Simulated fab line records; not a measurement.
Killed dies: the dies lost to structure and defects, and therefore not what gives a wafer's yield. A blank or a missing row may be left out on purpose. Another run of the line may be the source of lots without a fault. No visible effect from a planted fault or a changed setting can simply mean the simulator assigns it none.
Split-lot trial / flow sky130 / 23 wafers read from 5 lots, route of 708 steps

## THE SPLIT
At SKY_LDD_P_IMPLANT_09, the setting dose_cm2 was moved away from the recipe's 1e+13 on 8 of the 23 wafers read, by -4.2% to +7.3%. This setting was run at the recipe's value on the other wafers.

## SPLIT TO READING: what lies between them in the file, 1 step
- SKY_LDD_P_STRIP_10: strips in O2/N2

## THE READING
LDD_P_TW, at SKY_LDD_P_TW_MEAS_11. A value of 634.0 with a standard deviation of 2.9 is what fault-free wafers of this fab line usually give.

wafer=L075.1; tool, chamber at the split=implanter-04, 0; dose_cm2 as run=1.033e+13; against the recipe=+3.3%; LDD_P_TW=639.4; against lot-mates on the recipe=+3.9
wafer=L075.2; tool, chamber at the split=implanter-04, 0; dose_cm2 as run=1.033e+13; against the recipe=+3.3%; LDD_P_TW=646.5; against lot-mates on the recipe=+11.0
wafer=L075.3; tool, chamber at the split=implanter-04, 0; dose_cm2 as run=1.033e+13; against the recipe=+3.3%; LDD_P_TW=640.9; against lot-mates on the recipe=+5.4
wafer=L075.4; tool, chamber at the split=implanter-04, 0; dose_cm2 as run=1e+13; against the recipe=recipe; LDD_P_TW=635.9; against lot-mates on the recipe=-
wafer=L075.6; tool, chamber at the split=implanter-04, 0; dose_cm2 as run=1e+13; against the recipe=recipe; LDD_P_TW=635.0; against lot-mates on the recipe=-
wafer=L078.1; tool, chamber at the split=implanter-03, 0; dose_cm2 as run=1e+13; against the recipe=recipe; LDD_P_TW=631.9; against lot-mates on the recipe=-
wafer=L078.2; tool, chamber at the split=implanter-03, 0; dose_cm2 as run=1e+13; against the recipe=recipe; LDD_P_TW=632.3; against lot-mates on the recipe=-
wafer=L078.3; tool, chamber at the split=implanter-03, 0; dose_cm2 as run=1e+13; against the recipe=recipe; LDD_P_TW=632.3; against lot-mates on the recipe=-
wafer=L078.4; tool, chamber at the split=implanter-03, 0; dose_cm2 as run=1e+13; against the recipe=recipe; LDD_P_TW=633.8; against lot-mates on the recipe=-
wafer=L078.6; tool, chamber at the split=implanter-03, 0; dose_cm2 as run=1e+13; against the recipe=recipe; LDD_P_TW=631.3; against lot-mates on the recipe=-
wafer=L079.2; tool, chamber at the split=implanter-01, 0; dose_cm2 as run=9.578e+12; against the recipe=-4.2%; LDD_P_TW=618.8; against lot-mates on the recipe=-10.2
wafer=L079.3; tool, chamber at the split=implanter-01, 0; dose_cm2 as run=9.578e+12; against the recipe=-4.2%; LDD_P_TW=619.7; against lot-mates on the recipe=-9.3
wafer=L079.4; tool, chamber at the split=implanter-01, 0; dose_cm2 as run=1e+13; against the recipe=recipe; LDD_P_TW=629.1; against lot-mates on the recipe=-
wafer=L079.5; tool, chamber at the split=implanter-01, 0; dose_cm2 as run=1e+13; against the recipe=recipe; LDD_P_TW=627.8; against lot-mates on the recipe=-
wafer=L079.6; tool, chamber at the split=implanter-01, 0; dose_cm2 as run=1e+13; against the recipe=recipe; LDD_P_TW=630.0; against lot-mates on the recipe=-
wafer=L080.1; tool, chamber at the split=implanter-04, 0; dose_cm2 as run=1e+13; against the recipe=recipe; LDD_P_TW=638.3; against lot-mates on the recipe=-
wafer=L080.5; tool, chamber at the split=implanter-04, 0; dose_cm2 as run=1e+13; against the recipe=recipe; LDD_P_TW=634.1; against lot-mates on the recipe=-
wafer=L080.6; tool, chamber at the split=implanter-04, 0; dose_cm2 as run=1e+13; against the recipe=recipe; LDD_P_TW=633.3; against lot-mates on the recipe=-
wafer=L081.1; tool, chamber at the split=implanter-04, 0; dose_cm2 as run=1.073e+13; against the recipe=+7.3%; LDD_P_TW=649.4; against lot-mates on the recipe=+13.0
wafer=L081.2; tool, chamber at the split=implanter-04, 0; dose_cm2 as run=1.073e+13; against the recipe=+7.3%; LDD_P_TW=649.0; against lot-mates on the recipe=+12.6
wafer=L081.4; tool, chamber at the split=implanter-04, 0; dose_cm2 as run=1.073e+13; against the recipe=+7.3%; LDD_P_TW=649.9; against lot-mates on the recipe=+13.5
wafer=L081.5; tool, chamber at the split=implanter-04, 0; dose_cm2 as run=1e+13; against the recipe=recipe; LDD_P_TW=637.9; against lot-mates on the recipe=-
wafer=L081.6; tool, chamber at the split=implanter-04, 0; dose_cm2 as run=1e+13; against the recipe=recipe; LDD_P_TW=634.9; against lot-mates on the recipe=-

THE FIT
A straight line over all 23 wafers: LDD_P_TW changes by +2.52 for each +1% of dose_cm2; r = +0.93; the points scatter about the line by 3.
The same after taking each lot's own level away (the mean of its wafers on the recipe; 23 wafers): +1.93 for each +1%; r = +0.96; scatter 1.7.
According to that fit, moving dose_cm2 by its largest amount changes the reading by 14.
The span of the lots' own levels, 628.97 to 636.40, comes to 2.6 times the standard deviation stated above.
So the lot-to-lot level changes the slope: the two fits differ.
Check: for one of the wafers moved furthest among these (+7.3%), held out of the fit, the line's prediction against its lot-mates is +14.1. Against them it came out at +13.

## ADDITIONAL SPLITS CARRIED BY THESE WAFERS
These wafers also went through other splits before the reading. Each is held against what the fit with the lots' levels taken away leaves over:
other split on the same wafers=SKY_VT_ADJUST_PCH_IMPLANT_08 energy_kev; wafers away from the commonest value=4; r with LDD_P_TW (lot level and that fit taken away)=-0.25
other split on the same wafers=SKY_SONOS_TUNNEL_IMPLANT_09 energy_kev; wafers away from the commonest value=5; r with LDD_P_TW (lot level and that fit taken away)=-0.06
other split on the same wafers=SKY_SONOS_ONO_CVD_02 time_s; wafers away from the commonest value=15; r with LDD_P_TW (lot level and that fit taken away)=-0.05
other split on the same wafers=SKY_SONOS_ONO_EXPOSE_10 dose_mj; wafers away from the commonest value=9; r with LDD_P_TW (lot level and that fit taken away)=-0.13
other split on the same wafers=SKY_GATE_OXIDE_OXIDATION_16 ox_time_s; wafers away from the commonest value=15; r with LDD_P_TW (lot level and that fit taken away)=+0.20
other split on the same wafers=SKY_POLY_GATE_COAT_07 resist_thk_nm; wafers away from the commonest value=8; r with LDD_P_TW (lot level and that fit taken away)=-0.03
other split on the same wafers=SKY_POLY_GATE_OXIDATION_20 temp_c; wafers away from the commonest value=18; r with LDD_P_TW (lot level and that fit taken away)=+0.13
other split on the same wafers=SKY_LDD_N_IMPLANT_08 energy_kev; wafers away from the commonest value=11; r with LDD_P_TW (lot level and that fit taken away)=+0.17
other split on the same wafers=SKY_LDD_N_IMPLANT_15 energy_kev; wafers away from the commonest value=10; r with LDD_P_TW (lot level and that fit taken away)=+0.00
other split on the same wafers=SKY_LDD_P_DEVELOP_06 develop_time_s; wafers away from the commonest value=10; r with LDD_P_TW (lot level and that fit taken away)=+0.01

## FILE'S OWN FIT
LDD_P_TW changes by +1.93 for each +1% of dose_cm2, r = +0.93.
